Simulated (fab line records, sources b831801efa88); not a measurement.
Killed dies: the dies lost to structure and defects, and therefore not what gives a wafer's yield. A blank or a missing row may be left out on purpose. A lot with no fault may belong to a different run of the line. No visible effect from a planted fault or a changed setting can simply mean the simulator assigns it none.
Which of the tools did it? | flow gf180mcu | 14 lots, 42 wafers sampled, at 4 steps of a route of 602

## WHAT EACH GAUGE READ, for each wafer
GF_MVPSD_OVL_MEAS_07.
lot  | measured     | on         | MVPSD_OVL (nm)
L838 | day 5 06:01  | overlay-02 | 0.0 0.6 0.0
L842 | day 6 06:14  | overlay-02 | -0.4 -1.4 -1.4
L844 | day 6 12:32  | overlay-02 | -1.5 0.2 -0.3
L849 | day 8 00:22  | overlay-02 | -1.8 -1.4 0.6
L850 | day 8 10:35  | overlay-01 | -0.6 -0.6 0.7
L851 | day 8 22:16  | overlay-02 | -0.7 1.4 -1.0
L852 | day 9 00:10  | overlay-01 | -1.7 0.1 0.1
L853 | day 9 04:35  | overlay-02 | -0.5 -0.8 -2.3
L854 | day 9 08:22  | overlay-02 | -1.1 -0.3 -1.6
L855 | day 9 16:55  | overlay-02 | -0.6 -0.5 0.9
L856 | day 9 21:05  | overlay-02 | -1.6 -0.5 -1.5
L857 | day 10 03:10 | overlay-02 | 2.0 2.2 0.5

GF_HV_LDD_CD_MEAS_31 targets a cd of 400 nm.
lot  | measured     | on        | cd-nm (nm)
L838 | day 11 16:25 | cd-sem-01 | 405.8 407.1 407.8
L842 | day 13 05:34 | cd-sem-01 | 406.3 404.9 406.1
L844 | day 13 12:32 | cd-sem-01 | 409.1 408.4 405.7
L849 | day 15 09:16 | cd-sem-02 | 405.2 404.9 405.7
L850 | day 15 23:01 | cd-sem-01 | 406.1 406.4 405.7
L851 | day 16 14:13 | cd-sem-01 | 409.2 406.6 406.4
L852 | day 16 17:46 | cd-sem-01 | 404.8 406.3 406.6
L853 | day 16 22:47 | cd-sem-02 | 407.9 407.9 408.6
L854 | day 17 07:29 | cd-sem-02 | 409.4 407.6 407.8
L855 | day 17 17:57 | cd-sem-02 | 405.8 403.7 406.7
L856 | day 17 20:46 | cd-sem-02 | 404.3 404.3 404.8
L857 | day 18 04:11 | cd-sem-01 | 404.6 406.3 404.7

## WHICH TOOL RAN EACH LOT (tool, then ch and the chambers of the sampled wafers, then the start)
lot  | GF_STI_WET_ETCH_17             | GF_MVPSD_STRIP_10
L838 | wet-bench-02 ch 1, day 2 06:32 | plasma-asher-02 ch 0,1, day 5 06:21
L842 | wet-bench-02 ch 0, day 3 04:16 | plasma-asher-02 ch 0,1, day 6 06:34
L844 | wet-bench-04 ch 3, day 3 13:20 | plasma-asher-04 ch 0,1, day 6 12:52
L845 | wet-bench-04 ch 0, day 3 19:19 | -
L846 | wet-bench-03 ch 1, day 4 00:23 | -
L849 | wet-bench-03 ch 2, day 4 17:34 | plasma-asher-01 ch 0,1, day 8 00:42
L850 | wet-bench-02 ch 3, day 4 19:56 | plasma-asher-04 ch 0,1, day 8 10:56
L851 | wet-bench-03 ch 1, day 5 01:37 | plasma-asher-04 ch 0,1, day 8 22:36
L852 | wet-bench-03 ch 1, day 5 07:43 | plasma-asher-01 ch 0, day 9 00:30
L853 | wet-bench-03 ch 0, day 5 12:49 | plasma-asher-01 ch 0,1, day 9 04:55
L854 | wet-bench-03 ch 1, day 5 17:19 | plasma-asher-01 ch 0,1, day 9 08:42
L855 | wet-bench-03 ch 0, day 6 04:35 | plasma-asher-02 ch 0,1, day 9 17:15
L856 | wet-bench-04 ch 3, day 6 04:56 | plasma-asher-01 ch 0,1, day 9 21:25
L857 | wet-bench-03 ch 0, day 6 10:56 | plasma-asher-01 ch 0, day 10 03:31
- GF_STI_WET_ETCH_17: etches Si3N4 in H3PO4, target depth 45 nm, time 514 s.
- GF_MVPSD_STRIP_10: strips in O2/N2.

## AS READ BY THE TOOLS THEMSELVES (means over the sampled wafers that have a number; for cases with no such wafer, the mark the record gives instead)
GF_STI_WET_ETCH_17.
lot  | tool         | bath-guard-temp-C (C) | bath-heat-duty-pct (%) | temp-c (C)
L838 | wet-bench-02 | 159.5                 | 24.5                   | 160.14
L842 | wet-bench-02 | 158.7                 | 23.5                   | 160.12
L844 | wet-bench-04 | 160.1                 | 31.1                   | 159.99
L845 | wet-bench-04 | -                     | -                      | -
L846 | wet-bench-03 | -                     | -                      | -
L849 | wet-bench-03 | 160.5                 | 23.2                   | 160.27
L850 | wet-bench-02 | 159.9                 | 30.6                   | 160.29
L851 | wet-bench-03 | 160.1                 | 25.5                   | 159.97
L852 | wet-bench-03 | 160.3                 | 26.1                   | 160.12
L853 | wet-bench-03 | 160.7                 | 29.7                   | 160.05
L854 | wet-bench-03 | 160.3                 | 26.5                   | 159.98
L855 | wet-bench-03 | 160.8                 | 26.6                   | 160.08
L856 | wet-bench-04 | 160.2                 | 30.7                   | 160.06
L857 | wet-bench-03 | 160.5                 | 28.2                   | 159.98

GF_MVPSD_STRIP_10.
lot  | tool            | drypump-motor-current-A (A) | heater-power-w (W) | oes-product-au (a.u.) | strip-time-to-endpoint-s (s)
L838 | plasma-asher-02 | 5.8                         | 336                | 0.723                 | 36.76
L842 | plasma-asher-02 | 5.9                         | 315                | 0.715                 | 36.90
L844 | plasma-asher-04 | 5.7                         | 329                | 0.725                 | 36.94
L849 | plasma-asher-01 | 5.2                         | 307                | 0.727                 | 36.87
L850 | plasma-asher-04 | 5.6                         | 334                | 0.720                 | 36.98
L851 | plasma-asher-04 | 5.6                         | 335                | 0.722                 | 36.95
L852 | plasma-asher-01 | 5.4                         | 297                | 0.724                 | 37.05
L853 | plasma-asher-01 | 5.2                         | 305                | 0.721                 | 37.03
L854 | plasma-asher-01 | 5.2                         | 307                | 0.722                 | 37.09
L855 | plasma-asher-02 | 5.8                         | 336                | 0.723                 | 36.83
L856 | plasma-asher-01 | 5.2                         | 304                | 0.727                 | 36.89
L857 | plasma-asher-01 | 5.4                         | 297                | 0.719                 | 36.96

## THE ANSWER, worked out from the rows above alone
Rule: what is usual is taken from the lots themselves. Put in order of their means at a reading, lots are off if they are a third of the lots or fewer, leave a main group of 4 or more, and stand apart from it by a gap of 3 or more times the standard deviation of the main group's means; of several such gaps the widest counts. A main group whose means are all the same, to the digits that the tables above print for the reading, isn't used. A lot without any number at a reading at which 4 lots or more have one is off too. The other lots that the step has rows for count as sound. After the gauges, taken in route order, come the tools' own readings; for these a lot's mean is taken, as printed above. The first step at which some lot is off is used, and at that step the reading that is off furthest; a lot without a number counts as furthest.
Off, at GF_STI_WET_ETCH_17 on bath-guard-temp-C: L845, L846. Without a number there: L845, L846. For the main group the mean is 160.1 C and the standard deviation 0.55.
A tool fits if, at that step or a process step before it, it ran every lot that is off, and no sound lot after the first of them. No candidate that was tried fits.

## WHAT HAD BEEN PUT IN BY THE SIMULATOR
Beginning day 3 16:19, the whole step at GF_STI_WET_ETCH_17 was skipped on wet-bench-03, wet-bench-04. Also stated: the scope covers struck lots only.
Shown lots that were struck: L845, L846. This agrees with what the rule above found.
